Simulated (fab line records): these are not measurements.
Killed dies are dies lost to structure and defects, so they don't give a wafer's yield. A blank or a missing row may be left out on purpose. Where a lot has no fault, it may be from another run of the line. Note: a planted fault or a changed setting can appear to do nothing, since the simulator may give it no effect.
2 desks looking at one fault | flow gf180mcu | only its own numbers are on each desk; what lay behind them is given at the end

## AT THE TOOL OWNER'S DESK: pecvd-03
The tool's own readings at GF_PASSIVATION_CVD_00 (deposits SiO2 from TEOS, target thk 1000 nm, time 111.95 s): means of the sampled wafers that have a number, for each lot that ran on this tool. Any lot whose mean is over 4 standard deviations away from the usual mean is out of limits and marked OUT; that distance is given in the brackets.
Columns: A = heater power outer w at GF_PASSIVATION_CVD_00, usual 385 W; B = heater power w at GF_PASSIVATION_CVD_00, usual 682 W; C = rf fwd power W at GF_PASSIVATION_CVD_00, usual 596.3 W
lot  | first seen here | A   | B   | C
L102 | day 27 23:41    | 375 | 647 | 596.6
L106 | day 29 13:26    | 365 | 628 | 597.9
L107 | day 29 14:52    | 363 | 655 | 596.8
L116 | day 32 06:44    | 415 | 712 | 596.7
L123 | day 33 21:56    | 401 | 714 | 597.9
L125 | day 34 08:39    | 414 | 724 | 597.8
Finding of this desk: none of the 6 lots has anything out of limits.

## THE METROLOGY DESK
What the gauges read, lot by lot, whatever tool the lot ran on: means of the sampled wafers that have a number. Any lot whose mean is over 4 standard deviations away from the usual mean is out of limits and marked OUT; that distance is given in the brackets.
Columns: A = TOP_METAL_OVL at GF_TOP_METAL_OVL_MEAS_15, usual 0.2 nm; B = PASSIVATION_CVD_00_THK at GF_PASSIVATION_THK_MEAS_01, usual 1003 nm
lot  | first seen here | A    | B
L102 | day 27 22:55    | -2.0 | 1021
L103 | day 28 11:03    | 0.5  | 1004
L105 | day 29 03:31    | 0.5  | 999
L106 | day 29 12:41    | 1.4  | 1000
L107 | day 29 14:05    | 0.6  | 990
L108 | day 30 07:32    | -0.2 | 1011
L111 | day 30 22:46    | -1.2 | 974
L115 | day 31 21:11    | -0.3 | 993
L116 | day 32 05:59    | 0.9  | 1006
L117 | day 32 14:39    | -0.9 | 1037
L119 | day 33 01:35    | -0.4 | 1035
L123 | day 33 21:11    | -1.7 | 977
L125 | day 34 07:50    | 1.6  | 1001
Finding of this desk: none of the 13 lots has anything out of limits.

## PUT TOGETHER
The tool owner's desk saw nothing out of limits.
The metrology desk saw nothing out of limits.

## WHAT THE SIMULATOR PUT IN
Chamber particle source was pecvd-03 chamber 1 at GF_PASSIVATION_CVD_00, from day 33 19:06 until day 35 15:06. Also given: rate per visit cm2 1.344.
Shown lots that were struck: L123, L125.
